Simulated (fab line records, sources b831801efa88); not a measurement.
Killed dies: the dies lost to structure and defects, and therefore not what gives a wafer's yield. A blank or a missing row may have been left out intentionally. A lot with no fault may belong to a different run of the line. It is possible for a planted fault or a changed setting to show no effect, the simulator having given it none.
Struck lot and sound lot, side by side -- flow sky130 -- 43 out of 708 route steps
Sound: these wafers, L365.1, L365.5, L365.6. Wafers L380.1, L380.3, L380.4 were the ones struck. At the end, the cause is stated.
Per side, at each step with rows, come the tool, then ch with its chambers, and then its first start. Under that, the readings that differ: sound wafers -- struck wafers -- difference of the means -- sigmas: that difference in standard deviations of wafers without a fault.
alike: readings whose means differ by less than 2 such deviations, and words and numbers that are the same on both sides. not compared: withheld readings, readings that some wafer has no value for, bounds like >300 that may hide the same value, and numbers for which the record gives no deviation and whose values overlap.
The two part at a step that has a row with sigmas, a row that says differs or no value, or rows on one side only. Numbers that have no deviation but don't overlap get no sigmas and don't part them. Lack of a reading on every wafer of one side parts them only where that side has two or more wafers.

SKY_CONTACT_CMP_04: polishes SiO2.
  sound on cmp-02 ch 0,1,2, day 31 18:00; struck on cmp-02 ch 0,1,3, day 35 21:34
  alike: motor current A, platen rpm, time to endpoint s
SKY_CONTACT_BOW_MEAS_05:
  sound: film metro-02 at day 31 18:12; struck: film metro-02 at day 35 21:52
  alike: CONTACT_BOW
then, 8 steps without rows for these wafers: SKY_CONTACT_DEHYDRATE_06 (time 60 s); SKY_CONTACT_HMDS_07 (prime time 60 s); SKY_CONTACT_COAT_08 (resist thk 60 nm); SKY_CONTACT_COAT_09 (resist thk 450 nm); SKY_CONTACT_SOFTBAKE_10 (time 90 s); SKY_CONTACT_EXPOSE_11 (exposes mask CTM1, target cd 170 nm); SKY_CONTACT_PEB_12; SKY_CONTACT_DEVELOP_13 (develop time 62 s).
SKY_CONTACT_CD_MEAS_14 targets a cd of 170 nm.
  sound: cd sem-02 at day 32 21:28; struck: cd sem-02 at day 36 23:40
  alike: cd nm
SKY_CONTACT_OVL_MEAS_15:
  sound: overlay-02 at day 32 21:35; struck: overlay-02 at day 36 23:47
  alike: CONTACT_OVL
SKY_CONTACT_ETCH_16: etches BARC in N2/H2, stops on SiO2, time 45.9 s, target depth 60 nm.
  sound on rie diel-04 ch 2,3, day 32 21:37; struck on rie diel-02 ch 0,1,3, day 36 23:49
  alike: bias w, drypump motor current A, oes product au, throttle valve pct
  not compared: rf hours counter h
then, 2 steps without rows for these wafers: SKY_CONTACT_ETCH_17 (etches SiO2 in C4F8/O2/Ar, stops on Si3N4, target depth 340 nm); SKY_CONTACT_ETCH_18 (etches Si3N4 in CHF3/O2, stops on TiN, time 39 s, target depth 75 nm).
SKY_CONTACT_STRIP_19: strips in O2/N2.
  sound on plasma asher-02 ch 0,1, day 32 21:46; struck on plasma asher-04 ch 0,1, day 36 23:57
  alike: drypump motor current A, oes product au, strip time to endpoint s
  not compared: rf hours counter h
then, 3 steps without rows for these wafers: SKY_CONTACT_STRIP_20 (strips in post etch residue remover, time 1200 s); SKY_CONTACT_CLEAN_21 (cleans in IPA, time 180 s); SKY_CONTACT_CLEAN_22 (cleans in O3/DIW).
SKY_CONTACT_SPUTTER_23: material TiN, target thk 20 nm, time 80 s.
  sound: pvd sputter-04 at day 32 22:21; struck: pvd sputter-04 at day 37 00:32
  alike: throttle valve pct
then, 1 step without rows for these wafers: SKY_CONTACT_CVD_24 (deposits W, target thk 340 nm, time 102.12 s).
SKY_CONTACT_RS_MEAS_25: the measuring method here is four-point-probe.
  sound: film metro-03 at day 32 22:31; struck: film metro-02 at day 37 00:43
  alike: CONTACT_W_RS
SKY_CONTACT_THK_MEAS_26: measures by xrf.
  sound: film metro-03 at day 32 22:38; struck: film metro-02 at day 37 00:50
  alike: CONTACT_W_THK
then, 3 steps without rows for these wafers: SKY_CONTACT_CMP_27 (polishes, stops on SiO2, t overpolish 15 s, target thk 0 nm); SKY_METAL1_SPUTTER_00 (material Ti, target thk 15 nm, time 10 s); SKY_METAL1_SPUTTER_01 (material TiN, target thk 20 nm, time 16.7 s).
SKY_METAL1_SPUTTER_02: material AlCu, target thk 250 nm, time 13.3 s.
  sound: pvd sputter-03 at day 32 23:03; struck: pvd sputter-02 at day 37 01:14
  alike: throttle valve pct
then, 1 step without rows for these wafers: SKY_METAL1_SPUTTER_03 (material Ti, target thk 5 nm, time 3.3 s).
SKY_METAL1_SPUTTER_04: material TiN, target thk 70 nm, time 58.3 s.
  sound: pvd sputter-03 at day 32 23:05; struck: pvd sputter-02 at day 37 01:17
  alike: throttle valve pct
SKY_METAL1_RS_MEAS_05: the measuring method here is four-point-probe.
  sound: film metro-01 at day 32 23:08; struck: film metro-04 at day 37 01:20
  alike: METAL1_ALCU_RS
SKY_METAL1_THK_MEAS_06: measures by xrf.
  sound: film metro-01 at day 32 23:16; struck: film metro-04 at day 37 01:27
  alike: METAL1_ALCU_THK
then, 8 steps without rows for these wafers: SKY_METAL1_DEHYDRATE_07 (time 60 s); SKY_METAL1_HMDS_08 (prime time 60 s); SKY_METAL1_COAT_09 (resist thk 60 nm); SKY_METAL1_COAT_10 (resist thk 450 nm); SKY_METAL1_SOFTBAKE_11 (time 90 s); SKY_METAL1_EXPOSE_12 (exposes mask MM1, target cd 140 nm); SKY_METAL1_PEB_13; SKY_METAL1_DEVELOP_14 (develop time 60 s).
SKY_METAL1_CD_MEAS_15 targets a cd of 140 nm.
  sound: cd sem-01 at day 34 01:02; struck: cd sem-02 at day 38 03:11
  alike: cd nm
SKY_METAL1_OVL_MEAS_16:
  sound: overlay-01 at day 34 01:09; struck: overlay-02 at day 38 03:18
  alike: METAL1_OVL
then, 1 step without rows for these wafers: SKY_METAL1_DESCUM_17 (chemistry O2, time 8 s).
-- the record jumps here: 12 days lie between the struck wafers' starts before and after (it left off in module METAL1 and takes up again in module PAD_OPEN, whose first step shown is number 708 of the route) --
SKY_PAD_OPEN_PROBE_99:
  sound: prober-02 at day 47 07:02; struck: prober-02 at day 49 20:39
reading,sound,struck,difference,sigmas
killed at contacts,20 21 27,67 47 60,+35,+7
killed dies,84 72 84,128 99 122,+36,+4
  alike: killed_at_M0_to_M3, killed_at_M4_up, killed at front end, killed at other, killed open, killed short

## WHERE THEY PART
Within this record, at SKY_PAD_OPEN_PROBE_99 only.

WHY: what the simulator had put in
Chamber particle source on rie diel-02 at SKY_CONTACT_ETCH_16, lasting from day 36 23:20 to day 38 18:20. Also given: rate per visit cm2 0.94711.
